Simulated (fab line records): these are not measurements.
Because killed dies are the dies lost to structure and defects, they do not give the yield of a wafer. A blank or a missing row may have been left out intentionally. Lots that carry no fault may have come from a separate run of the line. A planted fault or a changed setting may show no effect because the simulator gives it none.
Which tool is to blame? -- flow sky130 -- 39 wafers from 13 lots sampled at 3 of the route's 708 steps

WHAT THE GAUGES SHOWED, per wafer
SKY_SONOS_ONO_THK_MEAS_03.
lot,measured,on,SONOS_ONO_CVD_02_THK (nm)
L686,day 11 17:53,film-metro-04,10.44 10.46 10.39
L687,day 12 00:25,film-metro-04,10.48 10.53 10.48
L696,day 14 17:05,film-metro-03,10.80 10.80 10.65
L697,day 14 17:05,film-metro-04,10.74 10.66 10.70
L698,day 15 19:31,film-metro-03,10.56 10.56 10.61
L700,day 16 03:40,film-metro-03,10.63 10.70 10.69
L701,day 16 05:04,film-metro-01,10.50 10.46 10.64
L704,day 17 22:02,film-metro-03,10.49 10.37 10.49
L705,day 18 03:56,film-metro-03,10.52 10.46 10.35
L706,day 18 07:29,film-metro-04,10.78 10.63 10.77
L707,day 19 06:23,film-metro-03,10.30 10.43 10.29
L708,day 19 11:56,film-metro-04,10.64 10.63 10.69
L709,day 19 18:14,film-metro-01,10.13 10.24 10.28

SKY_RES_PROTECT_TW_MEAS_08.
lot,measured,on,POLY_GATE_TW
L686,day 15 05:31,film-metro-02,4094 4065 4076
L687,day 15 12:17,film-metro-03,4052 4068 4066
L696,day 18 14:04,film-metro-03,4072 4072 4056
L697,day 18 14:56,film-metro-02,4076 4049 4071
L698,day 19 20:21,film-metro-03,4091 4078 4071
L700,day 20 03:47,film-metro-02,4050 4087 4062
L701,day 20 06:35,film-metro-02,4073 4077 4095
L704,day 22 01:11,film-metro-03,4055 4068 4055
L705,day 22 07:12,film-metro-02,4082 4093 4060
L706,day 22 10:20,film-metro-03,4040 4050 4043
L707,day 23 07:47,film-metro-03,4063 4062 4059
L708,day 23 14:46,film-metro-01,4112 4093 4087
L709,day 23 21:26,film-metro-02,4069 4078 4065

WHAT TOOL EACH LOT RAN ON (gives the tool, then ch and the chambers of the sampled wafers, and finally the start)
lot,SKY_VT_ADJUST_HVTR_STRIP_10
L686,"plasma-asher-03 ch 0,1, day 9 11:31"
L687,"plasma-asher-01 ch 0,1, day 9 19:02"
L696,"plasma-asher-01 ch 0,1, day 12 07:04"
L697,"plasma-asher-03 ch 0,1, day 12 09:01"
L698,"plasma-asher-02 ch 0,1, day 13 11:05"
L700,"plasma-asher-01 ch 0,1, day 13 13:31"
L701,"plasma-asher-03 ch 0,1, day 13 17:49"
L704,"plasma-asher-01 ch 0,1, day 15 09:48"
L705,"plasma-asher-01 ch 1, day 15 15:50"
L706,"plasma-asher-02 ch 0,1, day 15 18:37"
L707,"plasma-asher-02 ch 0,1, day 16 15:54"
L708,"plasma-asher-03 ch 0,1, day 16 18:20"
L709,"plasma-asher-02 ch 0,1, day 17 01:09"
- SKY_VT_ADJUST_HVTR_STRIP_10: strips in O2/N2.

AS READ BY THE TOOLS THEMSELVES (means over the sampled wafers that have a number; for cases with no such wafer, the mark the record gives instead)
SKY_VT_ADJUST_HVTR_STRIP_10.
lot,tool,drypump-motor-current-A (A),oes-product-au (a.u.),strip-time-to-endpoint-s (s)
L686,plasma-asher-03,5.90,0.718,14.22
L687,plasma-asher-01,5.78,0.715,14.19
L696,plasma-asher-01,5.76,0.716,14.18
L697,plasma-asher-03,5.66,0.718,14.16
L698,plasma-asher-02,6.15,0.715,14.19
L700,plasma-asher-01,5.69,0.714,14.13
L701,plasma-asher-03,5.89,0.717,14.20
L704,plasma-asher-01,5.78,0.713,14.22
L705,plasma-asher-01,5.87,0.715,14.17
L706,plasma-asher-02,6.03,0.712,14.19
L707,plasma-asher-02,5.97,0.713,14.27
L708,plasma-asher-03,5.65,0.716,14.22
L709,plasma-asher-02,6.14,0.714,14.15

THE ANSWER, worked out from the rows above alone
Rule: what is usual is taken from the lots themselves. The widest of any qualifying gaps counts: lots, ordered by their means at a reading, are off when they make up no more than a third of the lots, leave a main group of 4 or more, and stand apart from it by 3 or more times the standard deviation of that group's means. If all means in a main group match to the digits the tables above print for the reading, that group is not used. A lot without any number at a reading at which 4 lots or more have one is off too. Any other lot the step has rows for is counted as sound. The gauges are gone through in route order, then the tools' own readings, and for those a lot's mean is taken as printed above. The first step at which some lot is off is used, and at that step the reading that is off furthest; a lot without a number counts as furthest.
Nothing can be told from this: no lot is off at any reading shown.

WHAT WAS PUT IN BY THE SIMULATOR
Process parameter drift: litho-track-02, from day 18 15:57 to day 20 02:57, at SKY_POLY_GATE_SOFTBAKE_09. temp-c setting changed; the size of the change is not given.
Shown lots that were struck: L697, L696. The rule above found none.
